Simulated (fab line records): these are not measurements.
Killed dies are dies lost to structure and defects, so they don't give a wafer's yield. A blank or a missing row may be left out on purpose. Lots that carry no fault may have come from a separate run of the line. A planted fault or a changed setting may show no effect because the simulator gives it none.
fab line records || flow gf180mcu
record: {"lots": 5, "wafers": 15, "lastDay": 33}
route steps=602 shown V2@385
lots that met no fault: from a run of the same line without faults
startH: the number of hours between the record's first day and the start of the first shown wafer of the lot || waitH: how many hours have passed since the lot's step before this one || " the same as in the row above || L1.1+2: a row that stands for several wafers || - no value, or no start was given || * or withheld: withheld || < > ~ a bound
route shown NAME@n: names a module that has steps shown in the file, with the first one's number in the route || usual: mean/standard deviation of fault-free wafers || same: alike in all rows || chamber/n: place in a boat || sites: the reading at each site || _std_site: standard deviation across them || _edge_site: inner sites' mean taken away from outer sites' mean || radiusMm: for every site, how far away it sits from the centre of the wafer || mask NAME#n: copy n || behind: tool/chamber where the wafer was last shaped || hold: what put the lot on hold/how long, in hours/how the hold closed || device: the n, p or np transistor that did not switch || end of line: the tests these same wafers got at the end of their route || step lacking rows: just its recipe || killed: dies that structure and defects cost at the first sort, which is not the same as the wafer's yield || map: shows each die of a wafer: x if killed, . if not, _ if none is there
set.NAME: the setting that was run; set.NAME@STEP: the one run at that earlier step || model.NAME: the simulator's own value behind a step, which no gauge read
lots seen at some steps along the route; tables by step, rows by wafer
services: from which hour (startH, from the record's first day; less than 0 if before it) a tool's chamber was out of use, for how many hours, and why
== steps ==
step: GF_V2_THK_MEAS_03
recipe: {"reads": "SiO2_of_V2_CVD_02"}
usual: {"V2_CVD_02_THK": "849/11"}
{"lot.wafer": "L080.1", "tool": "filmMetro-01", "chamber": "-", "startH": 494.59, "waitH": 0.0, "V2_CVD_02_THK[nm]": 844}
{"lot.wafer": "L080.2", "tool": "filmMetro-01", "chamber": "-", "startH": 494.59, "waitH": 0.0, "V2_CVD_02_THK[nm]": 832}
{"lot.wafer": "L080.5", "tool": "filmMetro-01", "chamber": "-", "startH": 494.59, "waitH": 0.0, "V2_CVD_02_THK[nm]": 856}
{"lot.wafer": "L085.2", "tool": "filmMetro-01", "chamber": "-", "startH": 532.48, "waitH": 0.0, "V2_CVD_02_THK[nm]": 842}
{"lot.wafer": "L085.4", "tool": "filmMetro-01", "chamber": "-", "startH": 532.48, "waitH": 0.0, "V2_CVD_02_THK[nm]": 859}
{"lot.wafer": "L085.6", "tool": "filmMetro-01", "chamber": "-", "startH": 532.48, "waitH": 0.0, "V2_CVD_02_THK[nm]": 854}
{"lot.wafer": "L087.2", "tool": "filmMetro-01", "chamber": "-", "startH": 562.55, "waitH": 0.0, "V2_CVD_02_THK[nm]": 851}
{"lot.wafer": "L087.3", "tool": "filmMetro-01", "chamber": "-", "startH": 562.55, "waitH": 0.0, "V2_CVD_02_THK[nm]": 840}
{"lot.wafer": "L087.6", "tool": "filmMetro-01", "chamber": "-", "startH": 562.55, "waitH": 0.0, "V2_CVD_02_THK[nm]": 860}
{"lot.wafer": "L088.1", "tool": "filmMetro-02", "chamber": "-", "startH": 564.98, "waitH": 0.0, "V2_CVD_02_THK[nm]": 838}
{"lot.wafer": "L088.3", "tool": "filmMetro-02", "chamber": "-", "startH": 564.98, "waitH": 0.0, "V2_CVD_02_THK[nm]": 843}
{"lot.wafer": "L088.6", "tool": "filmMetro-02", "chamber": "-", "startH": 564.98, "waitH": 0.0, "V2_CVD_02_THK[nm]": 852}
{"lot.wafer": "L090.1", "tool": "filmMetro-04", "chamber": "-", "startH": 578.15, "waitH": 0.0, "V2_CVD_02_THK[nm]": 855}
{"lot.wafer": "L090.2", "tool": "filmMetro-04", "chamber": "-", "startH": 578.15, "waitH": 0.0, "V2_CVD_02_THK[nm]": 839}
{"lot.wafer": "L090.4", "tool": "filmMetro-04", "chamber": "-", "startH": 578.15, "waitH": 0.0, "V2_CVD_02_THK[nm]": 859}
step: GF_V2_CMP_04
recipe: {"material": "SiO2", "downForcePsi": 4, "platenRpm": 60, "padVelocityMS": 0.94248}
usual: {"edgeZonePressureFrac": "1.000/0.0045", "motorCurrentA": "12.7/1", "timeToEndpointS": "81/5"}
{"lot.wafer": "L080.2", "tool": "cmp-01", "chamber": 3, "startH": 494.70, "waitH": 0.1, "edgeZonePressureFrac": 0.999, "motorCurrentA": 13.8, "timeToEndpointS": 75}
{"lot.wafer": "L080.1", "tool": "cmp-01", "chamber": 1, "startH": 494.70, "waitH": 0.1, "edgeZonePressureFrac": 1.004, "motorCurrentA": 11.3, "timeToEndpointS": 77}
{"lot.wafer": "L080.5", "tool": "cmp-01", "chamber": 3, "startH": 494.70, "waitH": 0.1, "edgeZonePressureFrac": 1.005, "motorCurrentA": 14.5, "timeToEndpointS": 85}
{"lot.wafer": "L085.2", "tool": "cmp-01", "chamber": 1, "startH": 532.53, "waitH": 0.0, "edgeZonePressureFrac": 1.000, "motorCurrentA": 12.0, "timeToEndpointS": 76}
{"lot.wafer": "L085.4", "tool": "cmp-01", "chamber": 2, "startH": 532.53, "waitH": 0.0, "edgeZonePressureFrac": 0.996, "motorCurrentA": 11.3, "timeToEndpointS": 87}
{"lot.wafer": "L085.6", "tool": "cmp-01", "chamber": 2, "startH": 532.53, "waitH": 0.0, "edgeZonePressureFrac": 1.002, "motorCurrentA": 11.9, "timeToEndpointS": 85}
{"lot.wafer": "L087.2", "tool": "cmp-01", "chamber": 3, "startH": 562.70, "waitH": 0.1, "edgeZonePressureFrac": 0.997, "motorCurrentA": 13.9, "timeToEndpointS": 84}
{"lot.wafer": "L087.3", "tool": "cmp-01", "chamber": 0, "startH": 562.70, "waitH": 0.1, "edgeZonePressureFrac": 0.998, "motorCurrentA": 11.2, "timeToEndpointS": 79}
{"lot.wafer": "L087.6", "tool": "cmp-01", "chamber": 1, "startH": 562.70, "waitH": 0.1, "edgeZonePressureFrac": 0.999, "motorCurrentA": 11.6, "timeToEndpointS": 80}
{"lot.wafer": "L088.1", "tool": "cmp-01", "chamber": 3, "startH": 565.09, "waitH": 0.1, "edgeZonePressureFrac": 0.999, "motorCurrentA": 14.6, "timeToEndpointS": 76}
{"lot.wafer": "L088.3", "tool": "cmp-01", "chamber": 1, "startH": 565.09, "waitH": 0.1, "edgeZonePressureFrac": 0.999, "motorCurrentA": 12.0, "timeToEndpointS": 74}
{"lot.wafer": "L088.6", "tool": "cmp-01", "chamber": 2, "startH": 565.09, "waitH": 0.1, "edgeZonePressureFrac": 1.000, "motorCurrentA": 12.2, "timeToEndpointS": 85}
{"lot.wafer": "L090.1", "tool": "cmp-01", "chamber": 3, "startH": 578.26, "waitH": 0.1, "edgeZonePressureFrac": 1.001, "motorCurrentA": 14.5, "timeToEndpointS": 80}
{"lot.wafer": "L090.2", "tool": "cmp-01", "chamber": 0, "startH": 578.26, "waitH": 0.1, "edgeZonePressureFrac": 0.993, "motorCurrentA": 11.0, "timeToEndpointS": 78}
{"lot.wafer": "L090.4", "tool": "cmp-01", "chamber": 1, "startH": 578.26, "waitH": 0.1, "edgeZonePressureFrac": 0.990, "motorCurrentA": 12.4, "timeToEndpointS": 80}
step: GF_V2_BOW_MEAS_05
recipe: {"mode": "bow"}
usual: {"V2_BOW": "96/7.1"}
{"lot.wafer": "L080.1", "tool": "filmMetro-04", "chamber": "-", "startH": 494.95, "waitH": 0.1, "V2_BOW[um]": 88}
{"lot.wafer": "L080.2", "tool": "filmMetro-04", "chamber": "-", "startH": 494.95, "waitH": 0.1, "V2_BOW[um]": 83}
{"lot.wafer": "L080.5", "tool": "filmMetro-04", "chamber": "-", "startH": 494.95, "waitH": 0.1, "V2_BOW[um]": 84}
{"lot.wafer": "L085.2", "tool": "filmMetro-02", "chamber": "-", "startH": 532.85, "waitH": 0.3, "V2_BOW[um]": 102}
{"lot.wafer": "L085.4", "tool": "filmMetro-02", "chamber": "-", "startH": 532.85, "waitH": 0.3, "V2_BOW[um]": 97}
{"lot.wafer": "L085.6", "tool": "filmMetro-02", "chamber": "-", "startH": 532.85, "waitH": 0.3, "V2_BOW[um]": 99}
{"lot.wafer": "L087.2", "tool": "filmMetro-04", "chamber": "-", "startH": 562.92, "waitH": 0.2, "V2_BOW[um]": 102}
{"lot.wafer": "L087.3", "tool": "filmMetro-04", "chamber": "-", "startH": 562.92, "waitH": 0.2, "V2_BOW[um]": 109}
{"lot.wafer": "L087.6", "tool": "filmMetro-04", "chamber": "-", "startH": 562.92, "waitH": 0.2, "V2_BOW[um]": 95}
{"lot.wafer": "L088.1", "tool": "filmMetro-02", "chamber": "-", "startH": 565.34, "waitH": 0.2, "V2_BOW[um]": 97}
{"lot.wafer": "L088.3", "tool": "filmMetro-02", "chamber": "-", "startH": 565.34, "waitH": 0.2, "V2_BOW[um]": 95}
{"lot.wafer": "L088.6", "tool": "filmMetro-02", "chamber": "-", "startH": 565.34, "waitH": 0.2, "V2_BOW[um]": 96}
{"lot.wafer": "L090.1", "tool": "filmMetro-04", "chamber": "-", "startH": 578.51, "waitH": 0.2, "V2_BOW[um]": 104}
{"lot.wafer": "L090.2", "tool": "filmMetro-04", "chamber": "-", "startH": 578.51, "waitH": 0.2, "V2_BOW[um]": 106}
{"lot.wafer": "L090.4", "tool": "filmMetro-04", "chamber": "-", "startH": 578.51, "waitH": 0.2, "V2_BOW[um]": 99}
step: GF_V2_DEHYDRATE_06
recipe: {"tempC": 200, "timeS": 60}
usual: {"plateTempC": "200.02/0.17"}
{"lot.wafer": "L080.1", "tool": "lithoTrack-04", "chamber": 0, "startH": 505.83, "waitH": 10.9, "plateTempC": 200.12}
{"lot.wafer": "L080.2", "tool": "lithoTrack-04", "chamber": 0, "startH": 505.83, "waitH": 10.9, "plateTempC": 200.11}
{"lot.wafer": "L080.5", "tool": "lithoTrack-04", "chamber": 0, "startH": 505.83, "waitH": 10.9, "plateTempC": 200.13}
{"lot.wafer": "L085.2", "tool": "lithoTrack-04", "chamber": 0, "startH": 544.25, "waitH": 11.4, "plateTempC": 199.93}
{"lot.wafer": "L085.4", "tool": "lithoTrack-04", "chamber": 0, "startH": 544.25, "waitH": 11.4, "plateTempC": 199.78}
{"lot.wafer": "L085.6", "tool": "lithoTrack-04", "chamber": 0, "startH": 544.25, "waitH": 11.4, "plateTempC": 199.74}
{"lot.wafer": "L087.2", "tool": "lithoTrack-01", "chamber": 0, "startH": 573.42, "waitH": 10.5, "plateTempC": 200.01}
{"lot.wafer": "L087.3", "tool": "lithoTrack-01", "chamber": 0, "startH": 573.42, "waitH": 10.5, "plateTempC": 200.05}
{"lot.wafer": "L087.6", "tool": "lithoTrack-01", "chamber": 0, "startH": 573.42, "waitH": 10.5, "plateTempC": 199.86}
{"lot.wafer": "L088.1", "tool": "lithoTrack-01", "chamber": 0, "startH": 576.05, "waitH": 10.7, "plateTempC": 199.96}
{"lot.wafer": "L088.3", "tool": "lithoTrack-01", "chamber": 0, "startH": 576.05, "waitH": 10.7, "plateTempC": 199.74}
{"lot.wafer": "L088.6", "tool": "lithoTrack-01", "chamber": 0, "startH": 576.05, "waitH": 10.7, "plateTempC": 200.02}
{"lot.wafer": "L090.1", "tool": "lithoTrack-03", "chamber": 0, "startH": 588.39, "waitH": 9.9, "plateTempC": 200.10}
{"lot.wafer": "L090.2", "tool": "lithoTrack-03", "chamber": 0, "startH": 588.39, "waitH": 9.9, "plateTempC": 200.05}
{"lot.wafer": "L090.4", "tool": "lithoTrack-03", "chamber": 0, "startH": 588.39, "waitH": 9.9, "plateTempC": 200.13}
step: GF_V2_HMDS_07
recipe: {"primeTimeS": 60, "primeTempC": 120}
{"lot.wafer": "L080.1+2+5", "tool": "lithoTrack-04", "chamber": 0, "startH": 505.98, "waitH": 0.1}
{"lot.wafer": "L085.2+4+6", "tool": "lithoTrack-04", "chamber": 0, "startH": 544.40, "waitH": 0.1}
{"lot.wafer": "L087.2+3+6", "tool": "lithoTrack-01", "chamber": 0, "startH": 573.57, "waitH": 0.1}
{"lot.wafer": "L088.1+3+6", "tool": "lithoTrack-01", "chamber": 0, "startH": 576.20, "waitH": 0.1}
{"lot.wafer": "L090.1+2+4", "tool": "lithoTrack-03", "chamber": 0, "startH": 588.54, "waitH": 0.1}
step: GF_V2_COAT_08
recipe: {"resist": "BARC", "tempC": "withheld", "timeS": "withheld", "spinRpm": "withheld", "resistThkNm": "withheld"}
usual: {"dispensePressureKPa": "51.8/2.3"}
{"lot.wafer": "L080.1", "tool": "lithoTrack-04", "chamber": 0, "startH": 506.13, "waitH": 0.1, "dispensePressureKPa": 55.0}
{"lot.wafer": "L080.2", "tool": "lithoTrack-04", "chamber": 0, "startH": 506.13, "waitH": 0.1, "dispensePressureKPa": 55.0}
{"lot.wafer": "L080.5", "tool": "lithoTrack-04", "chamber": 0, "startH": 506.13, "waitH": 0.1, "dispensePressureKPa": 55.0}
{"lot.wafer": "L085.2", "tool": "lithoTrack-04", "chamber": 0, "startH": 544.55, "waitH": 0.1, "dispensePressureKPa": 55.0}
{"lot.wafer": "L085.4", "tool": "lithoTrack-04", "chamber": 0, "startH": 544.55, "waitH": 0.1, "dispensePressureKPa": 55.0}
{"lot.wafer": "L085.6", "tool": "lithoTrack-04", "chamber": 0, "startH": 544.55, "waitH": 0.1, "dispensePressureKPa": 55.0}
{"lot.wafer": "L087.2", "tool": "lithoTrack-01", "chamber": 0, "startH": 573.72, "waitH": 0.1, "dispensePressureKPa": 50.5}
{"lot.wafer": "L087.3", "tool": "lithoTrack-01", "chamber": 0, "startH": 573.72, "waitH": 0.1, "dispensePressureKPa": 50.6}
{"lot.wafer": "L087.6", "tool": "lithoTrack-01", "chamber": 0, "startH": 573.72, "waitH": 0.1, "dispensePressureKPa": 50.6}
{"lot.wafer": "L088.1", "tool": "lithoTrack-01", "chamber": 0, "startH": 576.35, "waitH": 0.1, "dispensePressureKPa": 50.6}
{"lot.wafer": "L088.3", "tool": "lithoTrack-01", "chamber": 0, "startH": 576.35, "waitH": 0.1, "dispensePressureKPa": 50.5}
{"lot.wafer": "L088.6", "tool": "lithoTrack-01", "chamber": 0, "startH": 576.35, "waitH": 0.1, "dispensePressureKPa": 50.5}
{"lot.wafer": "L090.1", "tool": "lithoTrack-03", "chamber": 0, "startH": 588.69, "waitH": 0.1, "dispensePressureKPa": 49.9}
{"lot.wafer": "L090.2", "tool": "lithoTrack-03", "chamber": 0, "startH": 588.69, "waitH": 0.1, "dispensePressureKPa": 49.9}
{"lot.wafer": "L090.4", "tool": "lithoTrack-03", "chamber": 0, "startH": 588.69, "waitH": 0.1, "dispensePressureKPa": 49.9}
step: GF_V2_COAT_09
recipe: {"resist": "KrF", "spinRpm": "withheld", "resistThkNm": 1000}
usual: {"dispensePressureKPa": "51.8/2.3"}
{"lot.wafer": "L080.1", "tool": "lithoTrack-04", "chamber": 0, "startH": "-", "waitH": "-", "dispensePressureKPa": 55.0}
{"lot.wafer": "L080.2", "tool": "lithoTrack-04", "chamber": 0, "startH": "-", "waitH": "-", "dispensePressureKPa": 55.0}
{"lot.wafer": "L080.5", "tool": "lithoTrack-04", "chamber": 0, "startH": "-", "waitH": "-", "dispensePressureKPa": 55.0}
{"lot.wafer": "L085.2", "tool": "lithoTrack-04", "chamber": 0, "startH": "-", "waitH": "-", "dispensePressureKPa": 55.0}
{"lot.wafer": "L085.4", "tool": "lithoTrack-04", "chamber": 0, "startH": "-", "waitH": "-", "dispensePressureKPa": 55.0}
{"lot.wafer": "L085.6", "tool": "lithoTrack-04", "chamber": 0, "startH": "-", "waitH": "-", "dispensePressureKPa": 55.0}
{"lot.wafer": "L087.2", "tool": "lithoTrack-01", "chamber": 0, "startH": "-", "waitH": "-", "dispensePressureKPa": 50.5}
{"lot.wafer": "L087.3", "tool": "lithoTrack-01", "chamber": 0, "startH": "-", "waitH": "-", "dispensePressureKPa": 50.6}
{"lot.wafer": "L087.6", "tool": "lithoTrack-01", "chamber": 0, "startH": "-", "waitH": "-", "dispensePressureKPa": 50.5}
{"lot.wafer": "L088.1", "tool": "lithoTrack-01", "chamber": 0, "startH": "-", "waitH": "-", "dispensePressureKPa": 50.5}
{"lot.wafer": "L088.3", "tool": "lithoTrack-01", "chamber": 0, "startH": "-", "waitH": "-", "dispensePressureKPa": 50.6}
{"lot.wafer": "L088.6", "tool": "lithoTrack-01", "chamber": 0, "startH": "-", "waitH": "-", "dispensePressureKPa": 50.6}
{"lot.wafer": "L090.1", "tool": "lithoTrack-03", "chamber": 0, "startH": "-", "waitH": "-", "dispensePressureKPa": 49.9}
{"lot.wafer": "L090.2", "tool": "lithoTrack-03", "chamber": 0, "startH": "-", "waitH": "-", "dispensePressureKPa": 49.9}
{"lot.wafer": "L090.4", "tool": "lithoTrack-03", "chamber": 0, "startH": "-", "waitH": "-", "dispensePressureKPa": 49.9}
step: GF_V2_SOFTBAKE_10
recipe: {"tempC": 130, "timeS": 60, "resist": "KrF"}
usual: {"plateTempC": "129.96/0.11"}
{"lot.wafer": "L080.1", "tool": "lithoTrack-04", "chamber": 0, "startH": "-", "waitH": "-", "plateTempC": 129.95}
{"lot.wafer": "L080.2", "tool": "lithoTrack-04", "chamber": 0, "startH": "-", "waitH": "-", "plateTempC": 129.75}
{"lot.wafer": "L080.5", "tool": "lithoTrack-04", "chamber": 0, "startH": "-", "waitH": "-", "plateTempC": 130.00}
{"lot.wafer": "L085.2", "tool": "lithoTrack-04", "chamber": 0, "startH": "-", "waitH": "-", "plateTempC": 129.80}
{"lot.wafer": "L085.4", "tool": "lithoTrack-04", "chamber": 0, "startH": "-", "waitH": "-", "plateTempC": 130.09}
{"lot.wafer": "L085.6", "tool": "lithoTrack-04", "chamber": 0, "startH": "-", "waitH": "-", "plateTempC": 129.86}
{"lot.wafer": "L087.2", "tool": "lithoTrack-01", "chamber": 0, "startH": "-", "waitH": "-", "plateTempC": 129.92}
{"lot.wafer": "L087.3", "tool": "lithoTrack-01", "chamber": 0, "startH": "-", "waitH": "-", "plateTempC": 130.14}
{"lot.wafer": "L087.6", "tool": "lithoTrack-01", "chamber": 0, "startH": "-", "waitH": "-", "plateTempC": 130.08}
{"lot.wafer": "L088.1", "tool": "lithoTrack-01", "chamber": 0, "startH": "-", "waitH": "-", "plateTempC": 129.93}
{"lot.wafer": "L088.3", "tool": "lithoTrack-01", "chamber": 0, "startH": "-", "waitH": "-", "plateTempC": 129.99}
{"lot.wafer": "L088.6", "tool": "lithoTrack-01", "chamber": 0, "startH": "-", "waitH": "-", "plateTempC": 130.02}
{"lot.wafer": "L090.1", "tool": "lithoTrack-03", "chamber": 0, "startH": "-", "waitH": "-", "plateTempC": 129.91}
{"lot.wafer": "L090.2", "tool": "lithoTrack-03", "chamber": 0, "startH": "-", "waitH": "-", "plateTempC": 130.00}
{"lot.wafer": "L090.4", "tool": "lithoTrack-03", "chamber": 0, "startH": "-", "waitH": "-", "plateTempC": 129.87}
== services ==
{"tool": "cmp-01", "chamber": "-", "startH": 514.46, "hours": 17.8, "kind": "repair"}
{"tool": "cmp-01", "chamber": "-", "startH": 533.15, "hours": 3.4, "kind": "repair"}
== key ==
fault none
